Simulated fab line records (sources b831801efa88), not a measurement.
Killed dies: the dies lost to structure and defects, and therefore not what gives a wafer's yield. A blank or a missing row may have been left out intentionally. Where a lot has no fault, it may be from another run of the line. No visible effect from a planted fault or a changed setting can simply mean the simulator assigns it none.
Which tool did it?	flow gf180mcu	24 lots with 72 wafers sampled at 6 steps, on a route of 602 steps

WHAT EACH GAUGE READ, for each wafer
GF_PSD_CD_MEAS_07: target cd 400 nm.
lot	measured	on	cd nm (nm)
L074	day 14 15:58	cd sem-01	399.7 399.2 401.3
L075	day 14 21:04	cd sem-01	394.7 396.8 397.0
L076	day 15 06:54	cd sem-01	401.2 401.2 401.6
L077	day 15 19:02	cd sem-02	401.9 399.8 399.9
L078	day 16 00:11	cd sem-02	398.9 397.7 398.7
L079	day 16 03:29	cd sem-01	405.7 403.0 402.3
L081	day 17 01:04	cd sem-02	399.6 398.4 399.0
L080	day 17 02:20	cd sem-02	400.5 400.4 398.7
L082	day 17 08:47	cd sem-02	398.7 397.2 397.7
L083	day 17 13:11	cd sem-02	401.6 401.5 401.6
L084	day 18 11:26	cd sem-01	399.2 400.0 400.3
L085	day 18 13:43	cd sem-02	401.4 401.3 400.0
L086	day 18 21:23	cd sem-01	399.2 401.7 399.6
L087	day 19 07:23	cd sem-01	401.3 405.3 403.9
L088	day 19 14:37	cd sem-02	402.1 400.0 402.5
L089	day 19 21:08	cd sem-02	400.3 402.3 400.2
L090	day 20 05:25	cd sem-02	399.5 399.5 401.5
L091	day 20 14:46	cd sem-01	397.9 398.0 400.0
L092	day 21 02:34	cd sem-02	402.2 399.5 400.4
L093	day 21 05:28	cd sem-02	401.8 398.4 400.5
L094	day 21 12:20	cd sem-02	402.5 404.7 402.2
L095	day 21 19:35	cd sem-02	402.1 403.0 401.5
L096	day 22 03:34	cd sem-02	401.3 399.3 403.0
L097	day 22 06:11	cd sem-01	396.5 397.8 399.5

GF_CONTACT_THK_MEAS_01.
lot	measured	on	CONTACT_CVD_00_THK (nm)
L074	day 15 15:19	film metro-01	298 304 300
L075	day 15 20:11	film metro-04	298 299 297
L076	day 16 06:25	film metro-01	298 296 301
L077	day 16 19:36	film metro-02	299 300 296
L078	day 17 00:19	film metro-02	297 303 299
L079	day 17 04:13	film metro-01	293 301 295
L081	day 18 02:20	film metro-02	302 299 300
L080	day 18 03:10	film metro-04	308 302 296
L082	day 18 09:43	film metro-02	298 296 303
L083	day 18 14:19	film metro-02	299 303 296
L084	day 19 14:09	film metro-01	300 298 294
L085	day 19 16:04	film metro-02	300 299 298
L086	day 19 23:49	film metro-02	296 294 300
L087	day 20 09:58	film metro-04	298 296 300
L088	day 20 17:01	film metro-01	298 308 305
L089	day 20 23:34	film metro-04	300 300 302
L090	day 21 07:10	film metro-04	302 305 305
L091	day 21 16:26	film metro-01	300 297 292
L092	day 22 04:26	film metro-04	311 305 303
L093	day 22 07:06	film metro-02	295 302 301
L094	day 22 13:55	film metro-01	299 292 303
L095	day 22 20:50	film metro-04	297 306 301
L096	day 23 03:58	film metro-04	301 303 300
L097	day 23 07:43	film metro-02	301 300 302

GF_M1_THK_MEAS_06: measures by xrf.
lot	measured	on	M1_ALCU_THK (nm)
L074	day 16 15:15	film metro-01	469 465 459
L075	day 16 20:17	film metro-03	454 461 454
L076	day 17 07:06	film metro-04	460 459 455
L077	day 17 21:17	film metro-04	461 456 460
L078	day 18 02:09	film metro-03	467 467 468
L079	day 18 05:44	film metro-01	457 462 459
L081	day 19 05:26	film metro-03	454 451 461
L080	day 19 05:47	film metro-01	452 457 453
L082	day 19 12:02	film metro-01	469 459 461
L083	day 19 17:11	film metro-03	454 451 456
L084	day 20 16:43	film metro-03	460 462 457
L085	day 20 18:50	film metro-04	463 444 456
L086	day 21 02:32	film metro-04	452 459 462
L087	day 21 12:10	film metro-03	462 450 445
L088	day 21 19:34	film metro-01	454 459 458
L089	day 22 01:31	film metro-04	443 450 445
L090	day 22 09:32	film metro-04	466 468 462
L091	day 22 18:24	film metro-01	472 463 466
L092	day 23 06:35	film metro-01	461 456 460
L093	day 23 09:02	film metro-03	454 456 457
L094	day 23 14:45	film metro-04	464 455 457
L095	day 23 22:18	film metro-03	463 467 455
L096	day 24 04:57	film metro-01	452 454 451
L097	day 24 07:31	film metro-01	458 454 459

GF_V3_OVL_MEAS_15.
lot	measured	on	V3_OVL (nm)
L074	day 23 00:13	overlay-02	-6 -10 -16
L075	day 23 04:55	overlay-02	3 1 9
L076	day 23 15:04	overlay-02	-22 -4 -12
L077	day 24 02:36	overlay-01	-11 -15 -5
L078	day 24 07:52	overlay-01	4 3 -3
L079	day 25 00:36	overlay-01	2 -3 -7
L081	day 25 07:47	overlay-01	-3 1 -1
L080	day 25 08:34	overlay-02	-7 5 -7
L082	day 25 14:04	overlay-02	-6 4 5
L083	day 25 18:56	overlay-01	-17 -4 -13
L084	day 26 22:42	overlay-02	-12 -13 -2
L085	day 26 22:50	overlay-01	4 9 -5
L086	day 27 02:00	overlay-01	-4 -5 -9
L087	day 27 07:03	overlay-01	-1 -4 -6
L088	day 27 13:28	overlay-02	-4 -3 -3
L089	day 27 20:02	overlay-01	-12 -14 -4
L090	day 28 01:49	overlay-02	-8 3 -9
L091	day 28 17:48	overlay-01	-6 -11 -19
L092	day 28 21:55	overlay-02	-10 -6 6
L093	day 28 22:28	overlay-01	-6 -16 -10
L094	day 29 03:47	overlay-01	-8 -8 -7
L095	day 29 10:49	overlay-01	-8 5 -1
L096	day 29 17:57	overlay-01	-4 1 1
L097	day 29 19:20	overlay-01	-8 -12 -9

GF_M4_RS_MEAS_05: measures by four-point-probe.
lot	measured	on	M4_ALCU_RS (ohm/sq)
L074	day 23 01:54	film metro-04	0.0703 0.0704 0.0700
L075	day 23 06:32	film metro-02	0.0691 0.0687 0.0698
L076	day 23 16:42	film metro-03	0.0688 0.0688 0.0688
L077	day 24 04:46	film metro-03	0.0697 0.0682 0.0696
L078	day 24 09:31	film metro-03	0.0688 0.0692 0.0687
L079	day 25 02:13	film metro-03	0.0706 0.0695 0.0686
L081	day 25 09:24	film metro-03	0.0692 0.0700 0.0689
L080	day 25 10:11	film metro-02	0.0691 0.0692 0.0693
L082	day 25 16:01	film metro-03	0.0690 0.0688 0.0693
L083	day 25 20:33	film metro-04	0.0713 0.0707 0.0709
L084	day 27 00:39	film metro-03	0.0692 0.0687 0.0698
L085	day 27 00:28	film metro-03	0.0694 0.0701 0.0695
L086	day 27 03:37	film metro-02	0.0699 0.0700 0.0704
L087	day 27 08:45	film metro-02	0.0698 0.0690 0.0699
L088	day 27 15:52	film metro-02	0.0692 0.0700 0.0692
L089	day 27 21:39	film metro-03	0.0699 0.0690 0.0691
L090	day 28 03:47	film metro-02	0.0692 0.0696 0.0686
L091	day 28 19:50	film metro-03	0.0698 0.0691 0.0697
L092	day 28 23:35	film metro-03	0.0688 0.0688 0.0685
L093	day 29 00:26	film metro-03	0.0687 0.0693 0.0694
L094	day 29 05:29	film metro-04	0.0708 0.0706 0.0711
L095	day 29 12:36	film metro-02	0.0698 0.0695 0.0691
L096	day 29 19:44	film metro-02	0.0712 0.0696 0.0697
L097	day 29 21:05	film metro-03	0.0697 0.0683 0.0696

TOOL THAT RAN EACH LOT (tool first, then ch and the chambers of the sampled wafers, then the start)
lot	GF_V1_SPUTTER_21
L074	pvd sputter-04, day 18 16:13
L075	pvd sputter-04, day 18 22:34
L076	pvd sputter-04, day 19 09:14
L077	pvd sputter-02, day 20 00:00
L078	pvd sputter-01, day 20 05:04
L079	pvd sputter-04, day 20 08:33
L081	pvd sputter-01, day 21 08:58
L080	pvd sputter-02, day 21 09:06
L082	pvd sputter-04, day 21 14:42
L083	pvd sputter-04, day 21 19:44
L084	pvd sputter-04, day 22 18:37
L085	pvd sputter-02, day 22 21:36
L086	pvd sputter-02, day 23 04:02
L087	pvd sputter-04, day 23 12:43
L088	pvd sputter-04, day 23 20:45
L089	pvd sputter-02, day 24 02:03
L090	pvd sputter-04, day 24 08:20
L091	pvd sputter-02, day 25 02:15
L092	pvd sputter-04, day 25 04:45
L093	pvd sputter-01, day 25 06:21
L094	pvd sputter-01, day 25 12:03
L095	pvd sputter-02, day 25 19:12
L096	pvd sputter-02, day 26 03:29
L097	pvd sputter-02, day 26 05:47
- GF_V1_SPUTTER_21: material Ti, target thk 15 nm, time 80.02 s.

AS READ BY THE TOOLS THEMSELVES (means over the sampled wafers that have a number; for cases with no such wafer, the mark the record gives instead)
GF_V1_SPUTTER_21.
lot	tool	substrate temp c (C)	throttle valve pct (%)
L074	pvd sputter-04	199.90	30.8
L075	pvd sputter-04	199.97	29.7
L076	pvd sputter-04	199.88	31.4
L077	pvd sputter-02	200.22	29.3
L078	pvd sputter-01	199.96	30.7
L079	pvd sputter-04	200.12	29.7
L081	pvd sputter-01	199.96	30.7
L080	pvd sputter-02	200.11	29.1
L082	pvd sputter-04	199.98	30.8
L083	pvd sputter-04	200.05	29.5
L084	pvd sputter-04	200.03	30.9
L085	pvd sputter-02	199.91	29.5
L086	pvd sputter-02	199.81	29.1
L087	pvd sputter-04	200.02	31.0
L088	pvd sputter-04	200.04	29.2
L089	pvd sputter-02	199.97	28.6
L090	pvd sputter-04	200.05	31.2
L091	pvd sputter-02	200.23	29.4
L092	pvd sputter-04	199.92	31.0
L093	pvd sputter-01	199.99	30.8
L094	pvd sputter-01	200.18	30.3
L095	pvd sputter-02	200.14	29.1
L096	pvd sputter-02	200.23	29.5
L097	pvd sputter-02	200.13	29.2

THE ANSWER, worked out from the rows above alone
Rule: the lots themselves supply what counts as usual. The widest of any qualifying gaps counts: lots, ordered by their means at a reading, are off when they make up no more than a third of the lots, leave a main group of 4 or more, and stand apart from it by 3 or more times the standard deviation of that group's means. If all means in a main group match to the digits the tables above print for the reading, that group is not used. A lot without any number at a reading at which 4 lots or more have one is off too. Where the step has rows for the other lots, those lots are counted as sound. Order of review: gauges by route order, followed by the tools' own readings, for which a lot's mean as printed above is used. At the first step where some lot is off, the reading lying furthest off is the one used; lots without a number count as furthest.
Nothing can be told from this: no lot is off at any reading shown.

WHAT THE SIMULATOR PUT IN
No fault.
